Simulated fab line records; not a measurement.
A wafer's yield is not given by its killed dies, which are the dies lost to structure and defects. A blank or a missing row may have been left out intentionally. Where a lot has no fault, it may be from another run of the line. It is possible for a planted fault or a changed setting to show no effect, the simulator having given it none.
fab line records	flow gf180mcu
[record] lots = 24	wafers = 72	last_day = 34
route steps=602 shown V1@336 V2@398 M3@412 V3@431
lots that met no fault: taken from a fault-free run of the same line
start_h: start of the lot's first displayed wafer, in hours after the record's first day	wait_h: how many hours have passed since the lot's step before this one	" the same as in the row above	L1.1+2: several wafers, shown together as one row	- no value present, or no start provided	* or withheld: withheld	< > ~ a bound
route shown NAME@n: a module of which the file shows steps, and the number in the route of the first	usual: mean/standard deviation taken from wafers without a fault	same: alike in all rows	chamber/n: place in a boat	sites: each site's reading	_std_site: standard deviation across them	_edge_site: inner sites' mean taken away from outer sites' mean	radius_mm: how far each site lies from the wafer's centre	mask NAME#n: copy n	behind: tool/chamber where the wafer was last shaped	hold: why the lot was held/for how many hours/how that ended	device: names the non-switching transistor (n, p or np)	end of line: tests run on the same wafers once the route is complete	a step with no rows: only its recipe	killed: count of dies lost to structure and defects at first sort (not the wafer's yield)	map: shows each die of a wafer: x if killed, . if not, _ if none is there
set.NAME: setting as actually run; set.NAME@STEP: the setting as run at that earlier step	model.NAME: the simulator's own value behind a step, which no gauge read
a sample of lots followed through the steps of the route, with each step as a table and each wafer as a row
services: the hour from which a tool's chamber was out of use, counted from the record's first day as start_h (under 0 if before that day), plus the number of hours and why
[[steps]]
[step GF_V1_THK_MEAS_01]
[recipe] reads = SiO2_of_V1_CVD_00
[usual] V1_CVD_00_THK = 603/5.7
lot.wafer	tool	chamber	start_h	wait_h	V1_CVD_00_THK[nm]
L074.4	film_metro-01	-	385.58	0.0	613
L074.5	"	-	"	"	606
L074.6	"	-	"	"	610
L075.1	film_metro-01	-	394.73	0.0	605
L075.3	"	-	"	"	613
L075.6	"	-	"	"	607
L076.1	film_metro-02	-	402.32	0.0	603
L076.3	"	-	"	"	602
L076.4	"	-	"	"	609
L077.2	film_metro-04	-	419.20	0.0	601
L077.4	"	-	"	"	603
L077.5	"	-	"	"	607
L078.1	film_metro-04	-	426.37	0.0	591
L078.5	"	-	"	"	589
L078.6	"	-	"	"	595
L079.1	film_metro-01	-	433.22	0.0	593
L079.2	"	-	"	"	599
L079.3	"	-	"	"	596
L080.1	film_metro-02	-	442.83	0.0	608
L080.3	"	-	"	"	603
L080.4	"	-	"	"	605
L081.1	film_metro-02	-	452.03	0.0	608
L081.4	"	-	"	"	610
L081.6	"	-	"	"	601
L082.2	film_metro-02	-	466.65	0.0	602
L082.3	"	-	"	"	601
L082.5	"	-	"	"	604
L083.2	film_metro-04	-	467.34	0.0	604
L083.4	"	-	"	"	603
L083.5	"	-	"	"	606
L084.1	film_metro-02	-	478.93	0.0	602
L084.3	"	-	"	"	608
L084.4	"	-	"	"	600
L085.1	film_metro-04	-	489.15	0.0	600
L085.5	"	-	"	"	601
L085.6	"	-	"	"	606
L086.1	film_metro-02	-	497.46	0.0	603
L086.3	"	-	"	"	599
L086.5	"	-	"	"	605
L087.3	film_metro-04	-	506.76	0.1	608
L087.4	"	-	"	"	606
L087.6	"	-	"	"	611
L088.1	film_metro-01	-	518.00	0.0	605
L088.3	"	-	"	"	606
L088.6	"	-	"	"	610
L089.1	film_metro-01	-	529.13	0.0	608
L089.3	"	-	"	"	599
L089.6	"	-	"	"	602
L090.2	film_metro-04	-	529.47	0.0	609
L090.4	"	-	"	"	599
L090.6	"	-	"	"	609
L091.1	film_metro-01	-	539.65	0.0	601
L091.3	"	-	"	"	602
L091.4	"	-	"	"	600
L092.2	film_metro-01	-	548.81	0.0	602
L092.5	"	-	"	"	601
L092.6	"	-	"	"	608
L093.2	film_metro-04	-	551.61	0.0	594
L093.3	"	-	"	"	597
L093.6	"	-	"	"	600
L094.4	film_metro-02	-	559.30	0.0	609
L094.5	"	-	"	"	606
L094.6	"	-	"	"	603
L095.2	film_metro-01	-	569.58	0.0	596
L095.4	"	-	"	"	595
L095.6	"	-	"	"	594
L096.4	film_metro-04	-	575.48	0.0	610
L096.5	"	-	"	"	611
L096.6	"	-	"	"	609
L097.1	film_metro-01	-	581.06	0.0	606
L097.3	"	-	"	"	599
L097.5	"	-	"	"	601
[step GF_V2_ETCH_16]
[recipe] chemistry = N2/H2	target_depth_a = withheld	overetch_a = withheld	time_s = withheld	target = BARC	ion_energy_ev = 200	source_w = 500	bias_w = 100	pressure_mtorr = 30	n2_flow_sccm = 100	h2_flow_sccm = 200
[usual] drypump_motor_current_A = 5.6/0.46	oes_product_au = 0.854/0.0045	throttle_valve_pct = 13.225/0.0083
lot.wafer	tool	chamber	start_h	wait_h	drypump_motor_current_A	oes_product_au	throttle_valve_pct
L074.4	rie_diel-03	1	460.76	0.0	5.6	0.854	13.220
L074.5	"	3	"	"	5.4	0.857	13.226
L074.6	"	0	"	"	4.8	0.855	13.223
L075.1	rie_diel-03	1	471.03	0.0	5.6	0.846	13.216
L075.3	"	2	"	"	5.6	0.851	13.218
L075.6	"	2	"	"	5.6	0.851	13.232
L076.1	rie_diel-01	1	477.83	0.0	5.8	0.862	13.216
L076.3	"	2	"	"	6.2	0.855	13.227
L076.4	"	3	"	"	6.5	0.856	13.215
L077.2	rie_diel-01	2	494.66	0.0	6.1	0.858	13.236
L077.4	"	0	"	"	5.4	0.855	13.230
L077.5	"	2	"	"	6.2	0.856	13.231
L078.1	rie_diel-03	3	502.36	0.0	5.4	0.853	13.225
L078.5	"	1	"	"	5.6	0.859	13.224
L078.6	"	3	"	"	5.4	0.846	13.227
L079.1	rie_diel-03	1	507.73	0.0	5.6	0.851	13.226
L079.2	"	0	"	"	4.8	0.851	13.227
L079.3	"	3	"	"	5.4	0.858	13.231
L080.1	rie_diel-02	3	518.43	0.0	5.1	0.853	13.226
L080.3	"	0	"	"	5.7	0.854	13.217
L080.4	"	1	"	"	5.8	0.853	13.234
L081.1	rie_diel-01	3	526.11	0.0	6.5	0.853	13.225
L081.4	"	0	"	"	5.4	0.852	13.220
L081.6	"	2	"	"	6.2	0.847	13.229
L082.2	rie_diel-01	1	540.21	0.0	5.8	0.852	13.212
L082.3	"	2	"	"	6.2	0.862	13.228
L082.5	"	0	"	"	5.4	0.857	13.223
L083.2	rie_diel-03	3	541.91	0.0	5.4	0.846	13.242
L083.4	"	2	"	"	5.6	0.851	13.210
L083.5	"	0	"	"	4.8	0.854	13.228
L084.1	rie_diel-02	2	552.58	0.0	6.4	0.856	13.218
L084.3	"	0	"	"	5.7	0.851	13.232
L084.4	"	3	"	"	5.1	0.849	13.222
L085.1	rie_diel-01	2	561.58	0.0	6.2	0.858	13.227
L085.5	"	2	"	"	6.2	0.860	13.226
L085.6	"	1	"	"	5.8	0.852	13.228
L086.1	rie_diel-02	0	569.76	0.0	5.7	0.852	13.222
L086.3	"	1	"	"	5.8	0.849	13.225
L086.5	"	2	"	"	6.5	0.858	13.219
L087.3	rie_diel-03	0	578.35	0.0	4.8	0.862	13.208
L087.4	"	1	"	"	5.6	0.857	13.228
L087.6	"	2	"	"	5.6	0.861	13.227
L088.1	rie_diel-03	3	587.53	0.0	5.4	0.854	13.208
L088.3	"	0	"	"	4.8	0.852	13.213
L088.6	"	2	"	"	5.6	0.856	13.244
L089.1	rie_diel-01	1	599.08	0.0	5.8	0.854	13.222
L089.3	"	3	"	"	6.5	0.851	13.228
L089.6	"	1	"	"	5.8	0.854	13.230
L090.2	rie_diel-03	2	599.88	0.0	5.6	0.846	13.227
L090.4	"	1	"	"	5.6	0.842	13.231
L090.6	"	2	"	"	5.6	0.851	13.238
L091.1	rie_diel-03	0	608.38	0.0	4.8	0.854	13.204
L091.3	"	1	"	"	5.6	0.858	13.237
L091.4	"	3	"	"	5.4	0.859	13.242
L092.2	rie_diel-03	3	617.06	0.0	5.4	0.857	13.227
L092.5	"	0	"	"	4.8	0.856	13.229
L092.6	"	3	"	"	5.4	0.858	13.228
L093.2	rie_diel-01	1	619.03	0.0	5.8	0.860	13.227
L093.3	"	0	"	"	5.4	0.855	13.225
L093.6	"	2	"	"	6.2	0.860	13.207
L094.4	rie_diel-03	0	626.78	0.0	4.8	0.856	13.232
L094.5	"	2	"	"	5.6	0.850	13.212
L094.6	"	3	"	"	5.4	0.860	13.241
L095.2	rie_diel-03	2	635.71	0.0	5.6	0.851	13.220
L095.4	"	1	"	"	5.6	0.852	13.212
L095.6	"	3	"	"	5.4	0.844	13.210
L096.4	rie_diel-02	3	641.93	0.0	5.1	0.857	13.225
L096.5	"	0	"	"	5.7	0.850	13.220
L096.6	"	1	"	"	5.8	0.854	13.231
L097.1	rie_diel-03	2	646.56	0.0	5.6	0.855	13.237
L097.3	"	0	"	"	4.8	0.851	13.224
L097.5	"	3	"	"	5.4	0.852	13.214
[step GF_M3_SPUTTER_03]
[recipe] material = Ti	target_thk_nm = 10	substrate_temp_c = 300	chamber_pressure_pa = 0.3	power_w = 3000	time_s = 6.7
[usual] throttle_valve_pct = 30.0/0.83
lot.wafer	tool	chamber	start_h	wait_h	throttle_valve_pct
L074.4	pvd_sputter-04	-	462.29	0.0	29.9
L074.5	"	-	"	"	30.3
L074.6	"	-	"	"	30.6
L075.1	pvd_sputter-04	-	472.55	0.0	29.8
L075.3	"	-	"	"	29.5
L075.6	"	-	"	"	29.8
L076.1	pvd_sputter-04	-	479.36	0.0	30.0
L076.3	"	-	"	"	30.4
L076.4	"	-	"	"	31.4
L077.2	pvd_sputter-01	-	496.19	0.0	31.3
L077.4	"	-	"	"	31.1
L077.5	"	-	"	"	29.5
L078.1	pvd_sputter-01	-	503.89	0.0	29.2
L078.5	"	-	"	"	28.5
L078.6	"	-	"	"	30.9
L079.1	pvd_sputter-03	-	509.27	0.0	30.3
L079.2	"	-	"	"	29.3
L079.3	"	-	"	"	29.7
L080.1	pvd_sputter-04	-	519.94	0.0	29.6
L080.3	"	-	"	"	30.5
L080.4	"	-	"	"	29.5
L081.1	pvd_sputter-01	-	527.63	0.0	31.1
L081.4	"	-	"	"	28.9
L081.6	"	-	"	"	31.2
L082.2	pvd_sputter-04	-	541.74	0.0	31.2
L082.3	"	-	"	"	30.5
L082.5	"	-	"	"	31.3
L083.2	pvd_sputter-04	-	543.46	0.0	31.6
L083.4	"	-	"	"	29.8
L083.5	"	-	"	"	30.4
L084.1	pvd_sputter-04	-	554.45	0.0	30.4
L084.3	"	-	"	"	29.4
L084.4	"	-	"	"	31.5
L085.1	pvd_sputter-04	-	563.40	0.0	29.4
L085.5	"	-	"	"	30.5
L085.6	"	-	"	"	29.5
L086.1	pvd_sputter-01	-	571.62	0.0	28.9
L086.3	"	-	"	"	29.4
L086.5	"	-	"	"	29.2
L087.3	pvd_sputter-04	-	579.90	0.0	29.9
L087.4	"	-	"	"	31.6
L087.6	"	-	"	"	29.4
L088.1	pvd_sputter-03	-	589.51	0.0	30.0
L088.3	"	-	"	"	29.3
L088.6	"	-	"	"	29.7
L089.1	pvd_sputter-04	-	600.63	0.0	31.6
L089.3	"	-	"	"	30.6
L089.6	"	-	"	"	30.6
L090.2	pvd_sputter-03	-	601.40	0.0	29.3
L090.4	"	-	"	"	29.7
L090.6	"	-	"	"	29.5
L091.1	pvd_sputter-03	-	609.89	0.0	29.9
L091.3	"	-	"	"	29.4
L091.4	"	-	"	"	29.7
L092.2	pvd_sputter-04	-	618.58	0.0	29.5
L092.5	"	-	"	"	29.1
L092.6	"	-	"	"	31.5
L093.2	pvd_sputter-01	-	620.56	0.0	28.7
L093.3	"	-	"	"	28.6
L093.6	"	-	"	"	28.7
L094.4	pvd_sputter-04	-	628.29	0.0	29.9
L094.5	"	-	"	"	30.1
L094.6	"	-	"	"	31.6
L095.2	pvd_sputter-01	-	637.23	0.0	28.6
L095.4	"	-	"	"	31.3
L095.6	"	-	"	"	29.4
L096.4	pvd_sputter-04	-	643.46	0.0	29.7
L096.5	"	-	"	"	30.0
L096.6	"	-	"	"	30.4
L097.1	pvd_sputter-03	-	648.12	0.0	30.0
L097.3	"	-	"	"	29.2
L097.5	"	-	"	"	29.5
[step GF_V3_CVD_02]
[recipe] material = SiO2	target_thk_nm = 850	precursor = TEOS	temp_c = 400	time_s = 94.851	rf_w = 600
[usual] heater_power_w = 691/96
lot.wafer	tool	chamber	start_h	wait_h	heater_power_w
L074.4	pecvd-02	1	487.21	0.1	735
L074.5	"	0	"	"	774
L074.6	"	2	"	"	691
L075.1	pecvd-01	0	497.58	0.1	857
L075.3	"	2	"	"	632
L075.6	"	1	"	"	829
L076.1	pecvd-04	0	504.29	0.1	821
L076.3	"	1	"	"	582
L076.4	"	2	"	"	499
L077.2	pecvd-01	0	520.78	0.0	858
L077.4	"	0	"	"	702
L077.5	"	0	"	"	766
L078.1	pecvd-01	0	527.61	0.1	798
L078.5	"	1	"	"	669
L078.6	"	0	"	"	675
L079.1	pecvd-02	0	533.91	0.1	676
L079.2	"	1	"	"	672
L079.3	"	2	"	"	558
L080.1	pecvd-04	1	543.91	0.1	512
L080.3	"	0	"	"	752
L080.4	"	1	"	"	585
L081.1	pecvd-02	1	551.46	0.1	749
L081.4	"	0	"	"	641
L081.6	"	2	"	"	684
L082.2	pecvd-04	1	564.95	0.0	506
L082.3	"	0	"	"	798
L082.5	"	2	"	"	606
L083.2	pecvd-02	1	566.26	0.0	697
L083.4	"	2	"	"	656
L083.5	"	0	"	"	757
L084.1	pecvd-02	2	577.26	0.1	595
L084.3	"	1	"	"	706
L084.4	"	1	"	"	574
L085.1	pecvd-02	1	585.79	0.1	689
L085.5	"	0	"	"	777
L085.6	"	2	"	"	671
L086.1	pecvd-02	0	593.56	0.1	790
L086.3	"	2	"	"	687
L086.5	"	0	"	"	633
L087.3	pecvd-04	2	601.99	0.0	543
L087.4	"	0	"	"	670
L087.6	"	1	"	"	647
L088.1	pecvd-04	2	611.46	0.1	528
L088.3	"	1	"	"	628
L088.6	"	0	"	"	828
L089.1	pecvd-01	2	622.10	0.1	662
L089.3	"	1	"	"	780
L089.6	"	0	"	"	834
L090.2	pecvd-02	0	623.07	0.0	757
L090.4	"	2	"	"	658
L090.6	"	1	"	"	683
L091.1	pecvd-02	1	630.62	0.1	715
L091.3	"	2	"	"	665
L091.4	"	1	"	"	736
L092.2	pecvd-01	2	639.73	0.0	637
L092.5	"	1	"	"	820
L092.6	"	0	"	"	818
L093.2	pecvd-04	1	642.26	0.0	617
L093.3	"	0	"	"	680
L093.6	"	0	"	"	753
L094.4	pecvd-01	1	649.89	0.1	681
L094.5	"	0	"	"	763
L094.6	"	1	"	"	772
L095.2	pecvd-01	1	658.69	0.0	829
L095.4	"	0	"	"	709
L095.6	"	2	"	"	631
L096.4	pecvd-01	2	664.26	0.1	619
L096.5	"	2	"	"	621
L096.6	"	0	"	"	754
L097.1	pecvd-04	0	668.81	0.1	830
L097.3	"	2	"	"	601
L097.5	"	1	"	"	641
[step GF_V3_OVL_MEAS_15]
[usual] V3_OVL = 7/5.8
lot.wafer	tool	chamber	start_h	wait_h	V3_OVL[nm]
L074.4	overlay-02	-	511.26	0.1	15
L074.5	"	-	"	"	10
L074.6	"	-	"	"	5
L075.1	overlay-01	-	521.97	0.1	-1
L075.3	"	-	"	"	-2
L075.6	"	-	"	"	-4
L076.1	overlay-01	-	527.84	0.1	11
L076.3	"	-	"	"	9
L076.4	"	-	"	"	11
L077.2	overlay-01	-	544.00	0.1	-4
L077.4	"	-	"	"	6
L077.5	"	-	"	"	8
L078.1	overlay-01	-	551.14	0.1	14
L078.5	"	-	"	"	13
L078.6	"	-	"	"	10
L079.1	overlay-02	-	557.54	0.1	7
L079.2	"	-	"	"	7
L079.3	"	-	"	"	11
L080.1	overlay-02	-	566.89	0.1	20
L080.3	"	-	"	"	21
L080.4	"	-	"	"	17
L081.1	overlay-02	-	573.39	0.1	3
L081.4	"	-	"	"	6
L081.6	"	-	"	"	4
L082.2	overlay-01	-	586.88	0.1	12
L082.3	"	-	"	"	10
L082.5	"	-	"	"	14
L083.2	overlay-02	-	588.13	0.1	1
L083.4	"	-	"	"	-1
L083.5	"	-	"	"	0
L084.1	overlay-01	-	599.40	0.1	6
L084.3	"	-	"	"	0
L084.4	"	-	"	"	9
L085.1	overlay-01	-	607.64	0.1	-4
L085.5	"	-	"	"	2
L085.6	"	-	"	"	0
L086.1	overlay-02	-	615.09	0.1	2
L086.3	"	-	"	"	-2
L086.5	"	-	"	"	3
L087.3	overlay-02	-	623.26	0.1	1
L087.4	"	-	"	"	0
L087.6	"	-	"	"	6
L088.1	overlay-01	-	631.59	0.1	2
L088.3	"	-	"	"	3
L088.6	"	-	"	"	0
L089.1	overlay-01	-	642.64	0.1	12
L089.3	"	-	"	"	8
L089.6	"	-	"	"	11
L090.2	overlay-01	-	643.85	0.1	13
L090.4	"	-	"	"	15
L090.6	"	-	"	"	14
L091.1	overlay-01	-	650.89	0.1	9
L091.3	"	-	"	"	8
L091.4	"	-	"	"	13
L092.2	overlay-02	-	659.85	0.1	6
L092.5	"	-	"	"	11
L092.6	"	-	"	"	2
L093.2	overlay-02	-	662.55	0.1	6
L093.3	"	-	"	"	4
L093.6	"	-	"	"	4
L094.4	overlay-01	-	669.21	0.1	12
L094.5	"	-	"	"	5
L094.6	"	-	"	"	10
L095.2	overlay-02	-	678.43	0.1	11
L095.4	"	-	"	"	5
L095.6	"	-	"	"	11
L096.4	overlay-02	-	684.51	0.1	1
L096.5	"	-	"	"	10
L096.6	"	-	"	"	4
L097.1	overlay-02	-	688.39	0.1	9
L097.3	"	-	"	"	13
L097.5	"	-	"	"	7
[step GF_V3_ETCH_16]
[recipe] chemistry = N2/H2	target_depth_a = withheld	overetch_a = withheld	time_s = withheld	target = BARC	ion_energy_ev = 200	source_w = 500	bias_w = 100	pressure_mtorr = 30	n2_flow_sccm = 100	h2_flow_sccm = 200
[usual] drypump_motor_current_A = 5.7/0.51	oes_product_au = 0.855/0.0047	throttle_valve_pct = 13.224/0.008
lot.wafer	tool	chamber	start_h	wait_h	drypump_motor_current_A	oes_product_au	throttle_valve_pct
L074.4	rie_diel-01	2	511.28	0.0	6.2	0.854	13.215
L074.5	"	3	"	"	6.5	0.856	13.227
L074.6	"	0	"	"	5.4	0.851	13.231
L075.1	rie_diel-02	3	522.01	0.0	5.1	0.853	13.243
L075.3	"	2	"	"	6.4	0.849	13.225
L075.6	"	0	"	"	5.6	0.851	13.221
L076.1	rie_diel-01	3	527.88	0.0	6.5	0.862	13.225
L076.3	"	1	"	"	5.8	0.857	13.228
L076.4	"	2	"	"	6.2	0.861	13.226
L077.2	rie_diel-01	0	544.03	0.0	5.4	0.854	13.226
L077.4	"	3	"	"	6.5	0.864	13.234
L077.5	"	0	"	"	5.4	0.849	13.226
L078.1	rie_diel-02	1	551.18	0.0	5.8	0.855	13.220
L078.5	"	1	"	"	5.9	0.860	13.221
L078.6	"	2	"	"	6.4	0.856	13.231
L079.1	rie_diel-04	2	557.58	0.0	6.1	0.855	13.225
L079.2	"	0	"	"	6.2	0.852	13.226
L079.3	"	1	"	"	5.0	0.850	13.248
L080.1	rie_diel-01	3	566.93	0.0	6.5	0.857	13.229
L080.3	"	0	"	"	5.4	0.860	13.221
L080.4	"	2	"	"	6.2	0.855	13.223
L081.1	rie_diel-04	0	573.43	0.0	6.2	0.854	13.232
L081.4	"	3	"	"	5.1	0.853	13.240
L081.6	"	3	"	"	5.1	0.857	13.219
L082.2	rie_diel-01	1	586.91	0.0	5.9	0.849	13.211
L082.3	"	0	"	"	5.5	0.853	13.223
L082.5	"	3	"	"	6.5	0.856	13.219
L083.2	rie_diel-04	1	588.16	0.0	5.1	0.850	13.219
L083.4	"	2	"	"	6.1	0.846	13.231
L083.5	"	1	"	"	5.1	0.858	13.228
L084.1	rie_diel-04	3	599.43	0.0	5.1	0.862	13.224
L084.3	"	0	"	"	6.2	0.851	13.225
L084.4	"	1	"	"	5.0	0.851	13.221
L085.1	rie_diel-02	3	607.68	0.0	5.1	0.851	13.219
L085.5	"	0	"	"	5.7	0.854	13.217
L085.6	"	3	"	"	5.1	0.856	13.238
L086.1	rie_diel-04	3	615.13	0.0	5.1	0.855	13.220
L086.3	"	0	"	"	6.2	0.857	13.236
L086.5	"	1	"	"	5.1	0.859	13.225
L087.3	rie_diel-04	2	623.28	0.0	6.1	0.852	13.217
L087.4	"	2	"	"	6.1	0.857	13.225
L087.6	"	1	"	"	5.1	0.854	13.228
L088.1	rie_diel-02	3	631.63	0.0	5.1	0.851	13.222
L088.3	"	1	"	"	5.8	0.847	13.217
L088.6	"	1	"	"	5.8	0.857	13.218
L089.1	rie_diel-04	2	642.68	0.0	6.1	0.861	13.223
L089.3	"	0	"	"	6.2	0.853	13.213
L089.6	"	3	"	"	5.0	0.856	13.219
L090.2	rie_diel-02	0	643.88	0.0	5.7	0.858	13.225
L090.4	"	1	"	"	5.8	0.851	13.231
L090.6	"	0	"	"	5.7	0.857	13.212
L091.1	rie_diel-02	2	650.93	0.0	6.4	0.864	13.207
L091.3	"	1	"	"	5.8	0.863	13.240
L091.4	"	3	"	"	5.1	0.860	13.214
L092.2	rie_diel-04	0	659.88	0.0	6.2	0.863	13.224
L092.5	"	2	"	"	6.1	0.854	13.220
L092.6	"	3	"	"	5.1	0.846	13.234
L093.2	rie_diel-01	2	662.58	0.0	6.2	0.853	13.227
L093.3	"	3	"	"	6.5	0.853	13.235
L093.6	"	1	"	"	5.8	0.850	13.233
L094.4	rie_diel-04	1	669.23	0.0	5.0	0.854	13.234
L094.5	"	3	"	"	5.0	0.851	13.222
L094.6	"	0	"	"	6.2	0.860	13.237
L095.2	rie_diel-02	0	678.46	0.0	5.6	0.848	13.235
L095.4	"	2	"	"	6.4	0.847	13.229
L095.6	"	0	"	"	5.7	0.860	13.206
L096.4	rie_diel-01	0	684.55	0.0	5.4	0.863	13.233
L096.5	"	3	"	"	6.5	0.853	13.224
L096.6	"	2	"	"	6.2	0.853	13.222
L097.1	rie_diel-04	1	688.43	0.0	5.1	0.861	13.216
L097.3	"	0	"	"	6.2	0.855	13.217
L097.5	"	0	"	"	6.2	0.859	13.225
[[services]]
tool	chamber	start_h	hours	kind
pecvd-02	-	453.70	0.9	repair
rie_diel-01	-	454.66	1.0	repair
rie_diel-04	0	463.96	6.4	repair
pecvd-02	-	476.04	6.0	pm
pecvd-01	-	496.58	1.0	repair
rie_diel-03	0	498.34	8.9	repair
pecvd-02	2	502.75	10.5	repair
pecvd-01	2	520.53	14.2	repair
rie_diel-03	3	533.33	1.3	repair
rie_diel-01	0	535.43	4.5	repair
rie_diel-02	0	537.88	7.4	repair
pvd_sputter-04	-	546.42	4.4	repair
rie_diel-03	1	563.42	14.3	repair
pvd_sputter-04	-	567.73	5.6	repair
rie_diel-04	1	608.77	3.3	repair
rie_diel-04	3	610.34	2.7	repair
rie_diel-04	3	621.92	3.2	repair
rie_diel-02	-	622.31	1.3	repair
pecvd-02	-	642.96	14.6	pm
rie_diel-01	-	645.28	0.4	repair
rie_diel-03	2	649.09	40.9	repair
rie_diel-02	3	661.62	9.9	repair
pvd_sputter-04	-	665.37	3.4	repair
rie_diel-02	0	669.32	3.2	repair
[[key]]
fault none
